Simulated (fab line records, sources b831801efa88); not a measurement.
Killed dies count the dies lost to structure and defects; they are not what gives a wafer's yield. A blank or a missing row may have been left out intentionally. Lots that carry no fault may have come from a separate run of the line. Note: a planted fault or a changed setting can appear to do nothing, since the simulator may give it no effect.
One fault seen from 2 desks	flow gf180mcu	every desk sees just its own numbers, and what lay behind them comes last

## THE TOOL OWNER'S DESK: furnace-01
The tool's own readings at GF_DUAL_GATE_OXIDATION_15 (stabilise 600 s, purge 300 s, target thk 7.098 nm): means of the sampled wafers that have a number, for each lot that ran on this tool. If a lot's mean is further than 4 standard deviations from the usual mean, the lot is out of limits and carries the mark OUT (the distance appears in the brackets).
Columns: A = spike_tc_bottom_C at GF_DUAL_GATE_OXIDATION_15, usual 868.3 C; B = spike_tc_centre_C at GF_DUAL_GATE_OXIDATION_15, usual 850.6 C; C = spike_tc_lower_C at GF_DUAL_GATE_OXIDATION_15, usual 851.2 C; D = spike_tc_top_C at GF_DUAL_GATE_OXIDATION_15, usual 866.1 C; E = spike_tc_upper_C at GF_DUAL_GATE_OXIDATION_15, usual 849.2 C; F = tube_center_temp_C at GF_DUAL_GATE_OXIDATION_15, usual 850 C; G = tube_center_temp_C_max at GF_DUAL_GATE_OXIDATION_15, usual 852.2
lot	first seen here	A	B	C	D	E	F	G
L667	day 9 06:04	867.0	851.2	851.0	866.2	848.9	850	852.7
L674	day 11 08:13	867.0	851.0	850.6	866.7	848.7	850	852.2
L676	day 11 19:22	867.3	850.0	850.9	866.5	848.0	850	852.1
L684	day 14 02:27	875.1 (+4.5) OUT	858.8 (+8.6) OUT	858.7 (+7.6) OUT	875.6 (+7.9) OUT	856.9 (+7.0) OUT	858 (+99 or more) OUT	860.8 (+23) OUT
L686	day 15 03:55	874.0	858.1 (+7.8) OUT	860.3 (+9.3) OUT	875.5 (+7.8) OUT	856.3 (+6.5) OUT	858 (+99 or more) OUT	860.2 (+22) OUT
Finding of this desk: L684, L686 out of limits; the first was L684 at day 14 02:27, on spike_tc_bottom_C at GF_DUAL_GATE_OXIDATION_15. L667, L674, L676 stayed within limits.

## THE METROLOGY DESK
What the gauges read, lot by lot, whatever tool the lot ran on: means of the sampled wafers that have a number. If a lot's mean is further than 4 standard deviations from the usual mean, the lot is out of limits and carries the mark OUT (the distance appears in the brackets).
Columns: A = VT_IMPLANT_01_OVL at GF_VT_IMPLANT_OVL_MEAS_18, usual -0.3 nm; B = VT_IMPLANT_4_TW at GF_VT_IMPLANT_TW_MEAS_43, usual 690
lot	first seen here	A	B
L665	day 6 16:40	-0.4	688
L666	day 6 23:54	0.1	698
L667	day 7 01:53	-0.7	681
L671	day 8 02:43	0.3	698
L674	day 8 21:45	-0.8	680
L675	day 9 03:25	-0.8	705
L676	day 9 08:58	-1.2	679
L677	day 9 15:04	0.3	690
L680	day 10 12:56	0.6	701
L683	day 11 06:44	-1.2	702
L684	day 11 12:18	0.2	701
L686	day 12 11:19	0.3	682
L687	day 12 12:50	-0.0	682
This desk found nothing out of limits on any of the 13 lots.

## BROUGHT TOGETHER
An alarm could have come from the tool owner's desk at day 14 02:27, on L684, L686.
The metrology desk saw nothing out of limits.
The metrology desk holds a record of L684, L686, inside its limits.
Every lot named ran GF_DUAL_GATE_OXIDATION_15 on furnace-01.

## WHAT THE SIMULATOR HAD PUT IN
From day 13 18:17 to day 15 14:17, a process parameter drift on furnace-01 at GF_DUAL_GATE_OXIDATION_15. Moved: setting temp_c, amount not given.
Struck lots among those shown: L684, L686.
How many hours passed from the start of the fault until each desk's first out-of-limits reading: the tool owner's desk, 8.
